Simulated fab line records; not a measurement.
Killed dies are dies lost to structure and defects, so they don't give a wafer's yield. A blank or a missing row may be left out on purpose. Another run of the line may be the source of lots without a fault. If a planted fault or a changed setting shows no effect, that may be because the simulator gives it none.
Which of the tools did it? -- flow gf180mcu -- 12 lots with 36 wafers sampled at 4 steps, on a route of 602 steps

WHAT THE GAUGES SHOWED, per wafer
GF_V5_THK_MEAS_03. Usual: V5_CVD_02_THK gives 1454 nm (standard deviation 15).
lot,measured,on,V5_CVD_02_THK (nm),flag
L218,day 26 16:10,film-metro-01,1444 1467 1483,
L219,day 26 18:30,film-metro-01,1445 1432 1464,
L220,day 26 22:55,film-metro-02,1453 1465 1480,
L221,day 27 19:41,film-metro-01,1442 1461 1485,
L222,day 27 20:16,film-metro-04,1454 1431 1461,
L224,day 28 13:34,film-metro-02,1446 1463 1458,
L228,day 29 23:53,film-metro-01,1449 1467 1678,OFF
L229,day 30 02:23,film-metro-02,1437 1650 1457,OFF
L237,day 32 03:24,film-metro-01,1430 1427 1444,
L238,day 32 07:35,film-metro-01,1428 1444 1460,
L239,day 32 13:56,film-metro-01,1440 1477 1475,
L240,day 32 18:47,film-metro-04,1469 1460 1477,

WHICH TOOL RAN EACH LOT (tool, then ch and the chambers of the sampled wafers, then the start)
lot,GF_MIM_SPUTTER_08,GF_MIM_METAL_ETCH_19,GF_V5_CVD_02
L218,"pvd-sputter-02, day 24 20:32","rie-metal-01 ch 0,1, day 25 17:19","pecvd-01 ch 1,2, day 26 16:02"
L219,"pvd-sputter-03, day 24 23:01","rie-metal-03 ch 0,1, day 25 19:55","pecvd-01 ch 0,1,2, day 26 18:23"
L220,"pvd-sputter-01, day 25 03:31","rie-metal-01 ch 0,1, day 26 00:47","pecvd-01 ch 1,2, day 26 22:47"
L221,"pvd-sputter-01, day 26 00:45","rie-metal-02 ch 0,1, day 26 21:31","pecvd-02 ch 0,1, day 27 19:34"
L222,"pvd-sputter-02, day 26 01:17","rie-metal-01 ch 0,1, day 26 22:07","pecvd-03 ch 0,1,2, day 27 20:09"
L224,"pvd-sputter-03, day 26 19:49","rie-metal-03 ch 0, day 27 15:58","pecvd-01 ch 0,1, day 28 13:27"
L228,"pvd-sputter-02, day 28 09:23","rie-metal-02 ch 0,1, day 29 04:04","pecvd-02 ch 0,2, day 29 23:47"
L229,"pvd-sputter-03, day 28 11:37","rie-metal-03 ch 0,1, day 29 06:35","pecvd-02 ch 0,1,2, day 30 02:17"
L237,"pvd-sputter-03, day 30 15:48","rie-metal-01 ch 0, day 31 08:22","pecvd-03 ch 0,2, day 32 03:17"
L238,"pvd-sputter-02, day 30 19:56","rie-metal-03 ch 0,1, day 31 13:04","pecvd-03 ch 0,2, day 32 07:28"
L239,"pvd-sputter-03, day 31 01:44","rie-metal-02 ch 0,1, day 31 19:25","pecvd-01 ch 0,1,2, day 32 13:50"
L240,"pvd-sputter-03, day 31 07:19","rie-metal-01 ch 0,1, day 32 00:17","pecvd-01 ch 0,1,2, day 32 18:42"
- GF_MIM_SPUTTER_08: material AlCu, target thk 200 nm, time 10.6 s.
- GF_MIM_METAL_ETCH_19: etches the open film in Cl2/BCl3, stops on Si3N4, target depth 324.5 nm, time 54.1 s.
- GF_V5_CVD_02: deposits SiO2 from TEOS, target thk 1450 nm, time 163.28 s.

WHAT THE TOOLS THEMSELVES READ (means of the sampled wafers that have a number; where no wafer has one, the mark that the record gives instead)
GF_MIM_SPUTTER_08. Usual: throttle-valve-pct 30.4 %, standard deviation 0.93.
lot,tool,throttle-valve-pct (%),flag
L218,pvd-sputter-02,30.4,
L219,pvd-sputter-03,30.4,
L220,pvd-sputter-01,30.8,
L221,pvd-sputter-01,30.2,
L222,pvd-sputter-02,30.8,
L224,pvd-sputter-03,30.1,
L228,pvd-sputter-02,30.6,
L229,pvd-sputter-03,30.5,
L237,pvd-sputter-03,30.6,
L238,pvd-sputter-02,29.2,
L239,pvd-sputter-03,30.5,
L240,pvd-sputter-03,30.2,

GF_MIM_METAL_ETCH_19. Usual: drypump-motor-current-A 5.60 A, standard deviation 0.24; mfc-cl2-sccm 79.99 sccm, standard deviation 0.26; oes-product-au 0.941 a.u., standard deviation 0.005; rf-fwd-power-W 793 W, standard deviation 3.7; throttle-valve-pct 28.283 %, standard deviation 0.0085.
lot,tool,drypump-motor-current-A (A),mfc-cl2-sccm (sccm),oes-product-au (a.u.),rf-fwd-power-W (W),throttle-valve-pct (%),flag
L218,rie-metal-01,5.73,80.08,0.939,791,28.281,
L219,rie-metal-03,5.55,79.88,0.945,794,28.283,
L220,rie-metal-01,5.73,80.03,0.944,794,28.280,
L221,rie-metal-02,5.55,80.09,0.944,793,28.289,
L222,rie-metal-01,5.49,79.78,0.933,791,28.288,
L224,rie-metal-03,5.60,79.97,0.942,791,28.276,
L228,rie-metal-02,5.58,80.11,0.946,793,28.285,
L229,rie-metal-03,5.50,79.93,0.938,789,28.289,
L237,rie-metal-01,6.00,79.50,0.942,795,28.282,
L238,rie-metal-03,5.50,80.02,0.943,792,28.279,
L239,rie-metal-02,5.63,79.91,0.940,798,28.281,
L240,rie-metal-01,5.74,79.99,0.942,791,28.277,

GF_V5_CVD_02. Usual: heater-power-w 598 W, standard deviation 94; rf-fwd-power-W 597.8 W, standard deviation 2.2.
lot,tool,heater-power-w (W),rf-fwd-power-W (W),flag
L218,pecvd-01,627,596.2,
L219,pecvd-01,571,598.5,
L220,pecvd-01,621,597.3,
L221,pecvd-02,642,598.7,
L222,pecvd-03,558,599.0,
L224,pecvd-01,655,596.6,
L228,pecvd-02,557,597.5,
L229,pecvd-02,628,597.2,
L237,pecvd-03,655,596.2,
L238,pecvd-03,695,598.8,
L239,pecvd-01,622,597.5,
L240,pecvd-01,582,596.7,

THE ANSWER, worked out from the rows above alone
Rule: lot off if the mean of its wafers having a number is beyond 3 standard deviations from the usual mean. A lot without any number at a reading at which 4 lots or more have one is off too. All remaining lots with rows at the step are treated as sound. The gauges are gone through in route order, then the tools' own readings, and for those a lot's mean is taken as printed above. The first step at which some lot is off is used, and at that step the reading that is off furthest; a lot without a number counts as furthest.
Off: L228, L229, at GF_V5_THK_MEAS_03 (V5_CVD_02_THK).
If a tool, at a process step before that reading, ran all the lots that are off and no sound lot after the first of them, it fits. Those tools and the gauges at GF_V5_THK_MEAS_03 are tried in the same way. One fits: GF_V5_CVD_02 on pecvd-02. Its last sound lot is L221 (day 27 19:34), its first lot that is off L228 (day 29 23:47): a fault that began between those two fits.

WHAT THE SIMULATOR PUT IN
pecvd-02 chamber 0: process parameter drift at GF_V5_CVD_02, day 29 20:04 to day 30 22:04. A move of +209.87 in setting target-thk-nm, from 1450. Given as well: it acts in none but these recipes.
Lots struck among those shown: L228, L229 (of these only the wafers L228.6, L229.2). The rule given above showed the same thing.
